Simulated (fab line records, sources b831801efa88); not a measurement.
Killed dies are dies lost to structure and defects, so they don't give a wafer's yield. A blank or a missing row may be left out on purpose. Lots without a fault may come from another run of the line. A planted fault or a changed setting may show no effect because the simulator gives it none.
A struck lot beside a sound one | flow sky130 | 17 steps out of a route of 708
Sound: wafers L343.1, L343.2, L343.6. Struck: wafers L351.2, L351.4, L351.5. The cause comes at the end.
At each step with rows: each side's tool, then ch and its chambers, then its first start. Under that, the readings that differ: sound wafers | struck wafers | difference of the means | sigmas: that difference in standard deviations of wafers without a fault.
alike: readings whose means differ by less than 2 such deviations, and words and numbers that are the same on both sides. not compared: withheld readings, readings that some wafer has no value for, bounds like >300 that may hide the same value, and numbers for which the record gives no deviation and whose values overlap.
The two part at a step that has a row with sigmas, a row that says differs or no value, or rows on one side only. Numbers that don't overlap but have no deviation are shown without sigmas and don't part them. A reading that every wafer of one side lacks parts them only if that side has two wafers or more.

first, 5 steps without rows for these wafers: SKY_SD_N_COAT_02 (resist thk 1140 nm); SKY_SD_N_SOFTBAKE_03 (time 60 s); SKY_SD_N_EXPOSE_04 (exposes mask NSDM, target cd 380 nm); SKY_SD_N_PEB_05; SKY_SD_N_DEVELOP_06 (develop time 60 s).
SKY_SD_N_CD_MEAS_07: target cd 380 nm.
  sound on cd_sem-02, day 27 14:31; struck on cd_sem-01, day 31 06:16
  alike: cd_nm
SKY_SD_N_OVL_MEAS_08:
  sound on overlay-02, day 27 14:38; struck on overlay-01, day 31 06:22
  alike: SD_N_OVL
then, 2 steps without rows for these wafers: SKY_SD_N_IMPLANT_09; SKY_SD_N_IMPLANT_10.
SKY_SD_N_STRIP_11: strips in O2/N2.
  sound on plasma_asher-04 ch 0,1, day 27 14:58; struck on plasma_asher-03 ch 0,1, day 31 06:41
  alike: drypump_motor_current_A, n2_flow_sccm, oes_product_au, strip_time_to_endpoint_s
  not compared: rf_hours_counter_h
SKY_SD_N_TW_MEAS_12:
  sound on film_metro-01, day 27 15:04; struck on film_metro-03, day 31 06:48
  reading | sound          | struck         | difference | sigmas
  SD_N_TW | 4012 4007 4017 | 3918 3897 3929 | -97        | -3
then, 1 step without rows for these wafers: SKY_SD_N_CLEAN_13 (cleans in SC1/SC2, time 150 s).
SKY_SD_N_RTA_14: time 2 s.
  sound on rtp_anneal-02 ch 0, day 27 15:11; struck on rtp_anneal-01 ch 0, day 31 06:55
  alike: lamp_power_pct, wafer_temp_C_max
SKY_SD_N_RS_MEAS_16: measures by four-point-probe.
  sound on film_metro-03, day 27 15:21; struck on film_metro-01, day 31 07:05
  reading          | sound             | struck            | difference | sigmas
  SD_N_RS (ohm/sq) | 68.60 68.78 68.68 | 71.19 71.04 71.22 | +2.46      | +21
SKY_SD_N_RS_MEAS_17: measures by four-point-probe.
  sound on film_metro-03, day 27 15:28; struck on film_metro-01, day 31 07:13
  reading          | sound             | struck            | difference | sigmas
  SD_P_RS (ohm/sq) | 146.3 147.4 147.4 | 162.0 161.9 162.0 | +14.9      | +45
SKY_SD_N_RS_MEAS_18: measures by four-point-probe.
  sound on film_metro-03, day 27 15:35; struck on film_metro-01, day 31 07:20
  reading               | sound             | struck            | difference | sigmas
  RES_XHIGH_RS (ohm/sq) | 332.9 333.0 332.7 | 335.8 335.1 335.1 | +2.5       | +2
-- the record jumps here: 17 days lie between the struck wafers' starts before and after (it left off in module SD_N and takes up again in module PAD_OPEN, whose first step shown is number 708 of the route) --
SKY_PAD_OPEN_PROBE_99:
  sound on prober-02, day 45 15:35; struck on prober-01, day 48 07:04
  reading                                            | sound                | struck            | difference | sigmas
  model.etest.res_xhigh_po.line_ohm_um               | 5312 5449 5940       | 6694 6879 7010    | +1294      |
  model.etest.res_xhigh_po.rs_ohm_sq_rim_less_centre | -60.29 -59.18 -58.15 | 524.9 505.3 548.1 | +585.3     |
  model.etest.res_xhigh_po.rs_ohm_sq_range           | 75.25 79.8 80.85     | 537.5 532.2 564.3 | +466.0     |
  model.etest.res_xhigh_po.rs_ohm_sq                 | 1906 1916 2057       | 2390 2356 2457    | +441       |
  model.etest.pfet_01v8.r_on_ohm_um                  | 2962 2945 2965       | 3135 3026 3165    | +151       |
  model.etest.tip_p.rs_ohm_sq                        | 6910 6974 6965       | 7106 7078 7133    | +156       |
  model.etest.res_pdiff.line_ohm_um                  | 1288 1352 1352       | 1505 1492 1500    | +168       |
  alike: killed_at_M0_to_M3, killed_at_M4_up, killed_at_contacts, killed_at_front_end, killed_at_other, killed_dies, killed_open, killed_short
  not compared: model.etest.tip_p.rs_ohm_sq_rim_less_centre

WHERE THEY PART
First at SKY_SD_N_TW_MEAS_12; last, within this record, at SKY_SD_N_RS_MEAS_18. Later steps at which nothing parts them and some readings are alike: SKY_PAD_OPEN_PROBE_99.

WHY: what the simulator had put in
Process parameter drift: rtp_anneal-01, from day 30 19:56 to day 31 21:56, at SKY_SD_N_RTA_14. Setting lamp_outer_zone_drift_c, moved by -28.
